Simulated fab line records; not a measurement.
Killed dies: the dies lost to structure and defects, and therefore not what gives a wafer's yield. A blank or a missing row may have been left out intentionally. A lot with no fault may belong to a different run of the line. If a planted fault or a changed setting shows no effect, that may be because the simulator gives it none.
Which tool was responsible? -- flow gf180mcu -- Sampling: 15 lots, 43 wafers, 4 of 602 route steps

WHAT EACH GAUGE READ, for each wafer
No reading from a measuring or inspecting step in the record can be judged against a usual standard deviation.

TOOL THAT RAN EACH LOT (tool first, then ch and the chambers of the sampled wafers, then the start)
lot,GF_V3_CVD_02,GF_V3_ETCH_17,GF_V4_CMP_26,GF_MIM_SPUTTER_02
L682,"pecvd-01 ch 0,1, day 21 09:53","rie diel-02 ch 0,1,2, day 24 10:13 or earlier","cmp-01 ch 1,2, day 24 10:13","pvd sputter-02, day 24 10:36"
L683,"pecvd-02 ch 0,1, day 21 13:08","rie diel-03 ch 0,1,3, day 24 13:41 or earlier","cmp-01 ch 0,1, day 24 13:41","pvd sputter-03, day 24 14:07"
L684,"pecvd-01 ch 0,2, day 21 19:28","rie diel-03 ch 2,3, day 24 18:19 or earlier","cmp-01 ch 0,3, day 24 18:19","pvd sputter-01, day 24 18:45"
L685,"pecvd-02 ch 1,2, day 22 12:00","rie diel-03 ch 0,2,3, day 25 11:28 or earlier","cmp-02 ch 1,2, day 25 11:28","pvd sputter-03, day 25 11:58"
L686,"pecvd-04 ch 0,1, day 22 22:56","rie diel-01 ch 2,3, day 25 19:45 or earlier","cmp-01 ch 1,2,3, day 25 19:45","pvd sputter-03, day 25 20:05"
L687,"pecvd-02 ch 1,2, day 23 07:39","rie diel-02 ch 1,2,3, day 26 04:44 or earlier","cmp-02 ch 0,3, day 26 04:44","pvd sputter-01, day 26 05:10"
L688,"pecvd-01 ch 0,1, day 23 11:11","rie diel-03 ch 0,1,2, day 26 09:31 or earlier","cmp-02 ch 2,3, day 26 09:31","pvd sputter-03, day 26 09:57"
L689,"pecvd-02 ch 0,1,2, day 24 08:39","rie diel-02 ch 1,2,3, day 27 04:15 or earlier","cmp-01 ch 0,1,2, day 27 04:15","pvd sputter-02, day 27 04:35"
L690,"pecvd-04 ch 0,2, day 24 09:10","rie diel-01 ch 0,3, day 27 05:09 or earlier","cmp-02 ch 0,2, day 27 05:09","pvd sputter-02, day 27 05:32"
L691,"pecvd-02 ch 0,1,2, day 24 16:25","rie diel-01 ch 0,1,3, day 27 12:19 or earlier","cmp-01 ch 0,1, day 27 12:19","pvd sputter-02, day 27 12:41"
L698,"pecvd-04 ch 1, day 26 18:03","rie diel-01 ch 2, day 29 09:02 or earlier","cmp-01 ch 1,3, day 29 09:02","pvd sputter-03, day 29 09:23"
L699,"pecvd-01 ch 0,1, day 27 05:51","rie diel-02 ch 0,1, day 30 04:50 or earlier","cmp-01 ch 0,1, day 30 04:50","pvd sputter-03, day 30 05:07"
L700,"pecvd-01 ch 0,1,2, day 27 23:03","rie diel-01 ch 0,1,2, day 30 13:07 or earlier","cmp-01 ch 2,3, day 30 13:07","pvd sputter-03, day 30 13:32"
L704,"pecvd-01 ch 0,2, day 28 18:09","rie diel-03 ch 1,2, day 31 06:13 or earlier","cmp-02 ch 0,3, day 31 06:13","pvd sputter-01, day 31 06:39"
L705,"pecvd-04 ch 0,1, day 28 23:05","rie diel-03 ch 0,1,3, day 31 10:03 or earlier","cmp-02 ch 1,2,3, day 31 10:03","pvd sputter-03, day 31 10:26"
- GF_V3_CVD_02: deposits SiO2 from TEOS, target thk 850 nm, time 94.851 s.
- GF_V3_ETCH_17: etches SiO2 in C4F8/O2/Ar, stops on TiN, target depth 635 nm.
- GF_V4_CMP_26: polishes, stops on SiO2, t overpolish 15 s, target thk 0 nm.
- GF_MIM_SPUTTER_02: material AlCu, target thk 450 nm, time 23.9 s.

WHAT THE TOOLS THEMSELVES READ (means of the sampled wafers that have a number; where no wafer has one, the mark that the record gives instead)
GF_V3_CVD_02. Usual: heater power w reads 587 W (standard deviation 91).
lot,tool,heater power w (W),flag
L682,pecvd-01,630,
L683,pecvd-02,635,
L684,pecvd-01,592,
L685,pecvd-02,543,
L686,pecvd-04,508,
L687,pecvd-02,540,
L688,pecvd-01,623,
L689,pecvd-02,614,
L690,pecvd-04,579,
L691,pecvd-02,633,
L698,pecvd-04,582,
L699,pecvd-01,646,
L700,pecvd-01,601,
L704,pecvd-01,553,
L705,pecvd-04,630,

GF_V3_ETCH_17. Usual: oes product au reads 0.856 a.u. (standard deviation 0.0048).
lot,tool,oes product au (a.u.),flag
L682,rie diel-02,0.854,
L683,rie diel-03,0.855,
L684,rie diel-03,0.858,
L685,rie diel-03,0.861,
L686,rie diel-01,0.856,
L687,rie diel-02,0.861,
L688,rie diel-03,0.857,
L689,rie diel-02,0.858,
L690,rie diel-01,0.854,
L691,rie diel-01,0.854,
L698,rie diel-01,0.849,
L699,rie diel-02,0.861,
L700,rie diel-01,0.856,
L704,rie diel-03,0.853,
L705,rie diel-03,0.853,

GF_V4_CMP_26. Usual: motor current A 11.3 A, standard deviation 0.79; overpolish run s 15.000 s, standard deviation 0.0083; time to endpoint s 86 s, standard deviation 3.4.
lot,tool,motor current A (A),overpolish run s (s),time to endpoint s (s),flag
L682,cmp-01,10.6,14.994,88,
L683,cmp-01,11.0,14.999,85,
L684,cmp-01,11.1,14.997,90,
L685,cmp-02,11.2,14.989,81,
L686,cmp-01,11.1,15.003,84,
L687,cmp-02,12.1,14.996,86,
L688,cmp-02,11.9,15.003,87,
L689,cmp-01,11.0,15.009,84,
L690,cmp-02,11.2,15.005,84,
L691,cmp-01,11.0,15.004,83,
L698,cmp-01,10.4,7.526,108,OFF
L699,cmp-01,10.8,7.526,106,OFF
L700,cmp-01,11.8,10.007,104,OFF
L704,cmp-02,11.9,15.002,86,
L705,cmp-02,11.6,14.997,83,

GF_MIM_SPUTTER_02. Usual: cathode dc power W 10600 W, standard deviation 2; throttle valve pct 29.6 %, standard deviation 1.2.
lot,tool,cathode dc power W (W),throttle valve pct (%),flag
L682,pvd sputter-02,10600,29.8,
L683,pvd sputter-03,10600,30.5,
L684,pvd sputter-01,10599,28.8,
L685,pvd sputter-03,10599,30.3,
L686,pvd sputter-03,10600,29.3,
L687,pvd sputter-01,10601,29.3,
L688,pvd sputter-03,10602,30.2,
L689,pvd sputter-02,10600,30.4,
L690,pvd sputter-02,10600,29.6,
L691,pvd sputter-02,10601,29.8,
L698,pvd sputter-03,10601,29.7,
L699,pvd sputter-03,10603,30.0,
L700,pvd sputter-03,10599,29.6,
L704,pvd sputter-01,10599,28.4,
L705,pvd sputter-03,10602,30.3,

THE ANSWER, worked out from the rows above alone
Rule: lot off if the mean of its wafers having a number is beyond 3 standard deviations from the usual mean. Also off: a lot with no number at a reading for which 4 or more lots have one. Where the step has rows for the other lots, those lots are counted as sound. First the gauges in route order, then the tools' own readings, where a lot's mean is used as printed above. The first step at which some lot is off is used, and at that step the reading that is off furthest; a lot without a number counts as furthest.
Off at GF_V4_CMP_26 (overpolish run s): L698, L699, L700.
A tool fits if, at that step or a process step before it, it ran every lot that is off, and no sound lot after the first of them. With no start given for some of its lots, GF_V3_ETCH_17 uses the hours and lot order of GF_V4_CMP_26. One candidate fits, namely cmp-01 at GF_V4_CMP_26. A fault onset in the window from L691 (day 27 12:19, its last sound lot) to L698 (day 29 09:02, its first lot off) fits.
The tool's own readings at GF_V4_CMP_26 bear it out: on the lots that are off they differ by more than 5 times the standard deviation of the sound lots' means. overpolish run s reads 8.353 s there against 15.000 s on the sound lots; time to endpoint s reads 106 s there against 85 s on the sound lots.

WHAT WAS PUT IN BY THE SIMULATOR
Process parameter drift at GF_V4_CMP_26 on cmp-01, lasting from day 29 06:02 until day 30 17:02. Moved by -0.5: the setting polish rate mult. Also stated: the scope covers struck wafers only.
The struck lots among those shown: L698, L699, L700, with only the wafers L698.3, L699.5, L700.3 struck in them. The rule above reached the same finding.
